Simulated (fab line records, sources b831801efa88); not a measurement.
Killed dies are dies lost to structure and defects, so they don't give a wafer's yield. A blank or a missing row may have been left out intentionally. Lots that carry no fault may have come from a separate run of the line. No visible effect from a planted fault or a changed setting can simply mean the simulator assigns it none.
2 desks looking at one fault || flow gf180mcu || what lay behind the numbers comes last; until then each desk has only its own

== AT THE METROLOGY DESK ==
What the gauges read, lot by lot, whatever tool the lot ran on: means of the sampled wafers that have a number. A lot is out of limits, marked OUT, if its mean lies more than 4 standard deviations from the usual mean; the brackets give that distance.
Columns: A = VT_IMPLANT_3_TW at GF_VT_IMPLANT_TW_MEAS_32, usual 269.4; B = NSD_RS at GF_PSD_RS_MEAS_14, usual 46.15 ohm/sq; C = PSD_RS at GF_PSD_RS_MEAS_15, usual 108.55 ohm/sq
{"lot": "L493", "first seen here": "day 6 22:48", "A": 270.7, "B": 46.22, "C": 108.82}
{"lot": "L494", "first seen here": "day 7 07:17", "A": 268.3, "B": 46.22, "C": 108.60}
{"lot": "L495", "first seen here": "day 7 18:50", "A": 267.5, "B": 46.15, "C": 108.52}
{"lot": "L496", "first seen here": "day 8 00:53", "A": 269.7, "B": 46.18, "C": 108.48}
{"lot": "L503", "first seen here": "day 9 19:29", "A": 268.2, "B": 46.04, "C": 108.29}
{"lot": "L504", "first seen here": "day 10 01:05", "A": 273.4, "B": 46.17, "C": 108.70}
{"lot": "L505", "first seen here": "day 10 08:59", "A": 269.8, "B": 46.11, "C": 108.29}
{"lot": "L510", "first seen here": "day 11 15:29", "A": 272.1, "B": 46.19, "C": 108.68}
{"lot": "L511", "first seen here": "day 11 22:52", "A": 265.5, "B": 46.12, "C": 108.44}
{"lot": "L513", "first seen here": "day 12 13:53", "A": 267.6, "B": 46.14, "C": 108.46}
{"lot": "L514", "first seen here": "day 12 19:45", "A": 272.0, "B": 46.06, "C": 108.66}
{"lot": "L516", "first seen here": "day 13 15:51", "A": 273.4, "B": 46.16, "C": 108.71}
This desk found nothing out of limits on any of the 12 lots.

== AT THE TOOL OWNER'S DESK: rie-si-02 ==
The tool's own readings at GF_STI_ETCH_14 (etches Si in HBr/Cl2/O2, target depth 360 nm, time 102.9 s): means of the sampled wafers that have a number, for each lot that ran on this tool. A lot is out of limits, marked OUT, if its mean lies more than 4 standard deviations from the usual mean; the brackets give that distance.
Columns: A = drypump-motor-current-A at GF_STI_ETCH_14, usual 5.6 A; B = oes-product-au at GF_STI_ETCH_14, usual 1.000 a.u.; C = throttle-valve-pct at GF_STI_ETCH_14, usual 25.658 %
{"lot": "L493", "first seen here": "day 2 02:01", "A": 5.6, "B": 1.010, "C": 25.652}
{"lot": "L494", "first seen here": "day 2 08:46", "A": 5.6, "B": 0.992, "C": 25.659}
{"lot": "L496", "first seen here": "day 2 17:52", "A": 5.5, "B": 1.004, "C": 25.656}
{"lot": "L503", "first seen here": "day 4 05:54", "A": 5.6, "B": 0.983, "C": 25.660}
{"lot": "L504", "first seen here": "day 4 11:07", "A": 5.4, "B": "0.698 (-19) OUT", "C": "25.862 (+15) OUT"}
{"lot": "L505", "first seen here": "day 4 17:21", "A": 5.3, "B": "0.695 (-19) OUT", "C": "25.862 (+15) OUT"}
This desk finds L504, L505 out of limits, L504 being first, at day 4 11:07 (oes-product-au at GF_STI_ETCH_14). L493, L494, L496, L503: within limits.

== ALL TOGETHER ==
The tool owner's desk could have raised an alarm at day 4 11:07, on L504, L505.
Metrology desk: nothing out of limits seen.
The metrology desk holds a record of L504, L505, inside its limits.
Of the lots named, all ran GF_STI_ETCH_14 on rie-si-02.

== WHAT THE SIMULATOR HAD INSERTED ==
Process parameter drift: rie-si-02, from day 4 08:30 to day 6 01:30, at GF_STI_ETCH_14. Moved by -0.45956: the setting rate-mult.
Lots struck among those shown: L504, L505.
Hours from the fault's start to each desk's first reading out of limits: the tool owner's desk, 3.
